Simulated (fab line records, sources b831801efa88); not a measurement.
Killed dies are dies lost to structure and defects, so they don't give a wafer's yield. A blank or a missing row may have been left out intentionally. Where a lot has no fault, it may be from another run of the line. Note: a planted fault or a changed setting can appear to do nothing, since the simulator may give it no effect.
Which tool is to blame? | flow sky130 | 11 lots, 33 wafers sampled, at 4 steps of a route of 708

## WHAT THE GAUGES SHOWED, per wafer
SKY_VIA4_THK_MEAS_01.
lot  | measured     | on           | VIA4_HDPCVD_THK (nm)
L560 | day 42 01:39 | filmMetro-01 | 1726 1703 1734
L561 | day 42 15:03 | filmMetro-02 | 1757 1760 1745
L563 | day 43 02:23 | filmMetro-02 | 1735 1743 1752
L564 | day 43 11:28 | filmMetro-03 | 1731 1741 1729
L566 | day 44 00:41 | filmMetro-01 | 1745 1744 1741
L567 | day 44 05:31 | filmMetro-01 | 1723 1742 1728
L568 | day 44 14:23 | filmMetro-03 | 1725 1735 1752
L573 | day 46 01:16 | filmMetro-01 | 1743 1726 1739
L575 | day 46 09:17 | filmMetro-01 | 2640 2641 2641
L576 | day 46 21:16 | filmMetro-01 | 2610 2605 2622
L580 | day 47 17:46 | filmMetro-02 | 1738 1750 1713

## EACH LOT AND THE TOOL THAT RAN IT (in order: tool; ch and the chambers of the sampled wafers; start)
lot  | SKY_METAL2_DESCUM_17             | SKY_METAL2_ETCH_18               | SKY_VIA4_HDPCVD_00
L560 | rieMetal-02 ch 0, day 35 10:52   | rieMetal-02 ch 0, day 35 10:54   | hdpcvd-02 ch 0,1,2, day 42 01:28
L561 | rieMetal-03 ch 0,1, day 36 02:33 | rieMetal-03 ch 0,1, day 36 02:35 | hdpcvd-01 ch 0,1,2, day 42 14:52
L563 | rieMetal-01 ch 0,1, day 36 14:04 | rieMetal-01 ch 0,1, day 36 14:06 | hdpcvd-02 ch 0,1, day 43 02:13
L564 | rieMetal-02 ch 0,1, day 37 00:26 | rieMetal-02 ch 0,1, day 37 00:28 | hdpcvd-01 ch 1,2, day 43 11:16
L566 | rieMetal-02 ch 0,1, day 37 15:28 | rieMetal-02 ch 0,1, day 37 15:30 | hdpcvd-02 ch 1,2, day 44 00:30
L567 | rieMetal-02 ch 0,1, day 37 19:39 | rieMetal-02 ch 0,1, day 37 19:41 | hdpcvd-01 ch 0,1,2, day 44 05:19
L568 | rieMetal-02 ch 0,1, day 38 07:03 | rieMetal-02 ch 0,1, day 38 07:05 | hdpcvd-02 ch 0,1,2, day 44 14:12
L573 | rieMetal-02 ch 0,1, day 39 21:36 | rieMetal-02 ch 0,1, day 39 21:38 | hdpcvd-01 ch 1,2, day 46 01:04
L575 | rieMetal-02 ch 0,1, day 40 08:49 | rieMetal-02 ch 0,1, day 40 08:51 | hdpcvd-02 ch 0,1,2, day 46 09:10
L576 | rieMetal-02 ch 0,1, day 40 22:57 | rieMetal-02 ch 0,1, day 40 22:59 | hdpcvd-02 ch 1,2, day 46 21:04
L580 | rieMetal-03 ch 0,1, day 41 23:01 | rieMetal-03 ch 0,1, day 41 23:03 | hdpcvd-01 ch 0,1, day 47 17:35
- SKY_METAL2_DESCUM_17: chemistry O2, time 8 s.
- SKY_METAL2_ETCH_18: etches BARC in N2/H2, stops on SiO2, time 45.9 s, target depth 60 nm.
- SKY_VIA4_HDPCVD_00: deposits SiO2, target thk 1750 nm, time 291.7 s.

## THE ANSWER, worked out from the rows above alone
Rule: what is usual is taken from the lots themselves. The widest of any qualifying gaps counts: lots, ordered by their means at a reading, are off when they make up no more than a third of the lots, leave a main group of 4 or more, and stand apart from it by 3 or more times the standard deviation of that group's means. If all means in a main group match to the digits the tables above print for the reading, that group is not used. Also off: a lot with no number at a reading for which 4 or more lots have one. Where the step has rows for the other lots, those lots are counted as sound.
Off: L575, L576, seen at SKY_VIA4_THK_MEAS_01 (VIA4_HDPCVD_THK). For the main group the mean is 1737 nm and the standard deviation 8.7.
If a tool, at a process step before that reading, ran all the lots that are off and no sound lot after the first of them, it fits. The gauges at SKY_VIA4_THK_MEAS_01 are tried like those tools. Can't be told from this: 3 tools fit, rieMetal-02 at SKY_METAL2_DESCUM_17 and SKY_METAL2_ETCH_18, hdpcvd-02 at SKY_VIA4_HDPCVD_00, filmMetro-01 at SKY_VIA4_THK_MEAS_01.

## WHAT THE SIMULATOR HAD INSERTED
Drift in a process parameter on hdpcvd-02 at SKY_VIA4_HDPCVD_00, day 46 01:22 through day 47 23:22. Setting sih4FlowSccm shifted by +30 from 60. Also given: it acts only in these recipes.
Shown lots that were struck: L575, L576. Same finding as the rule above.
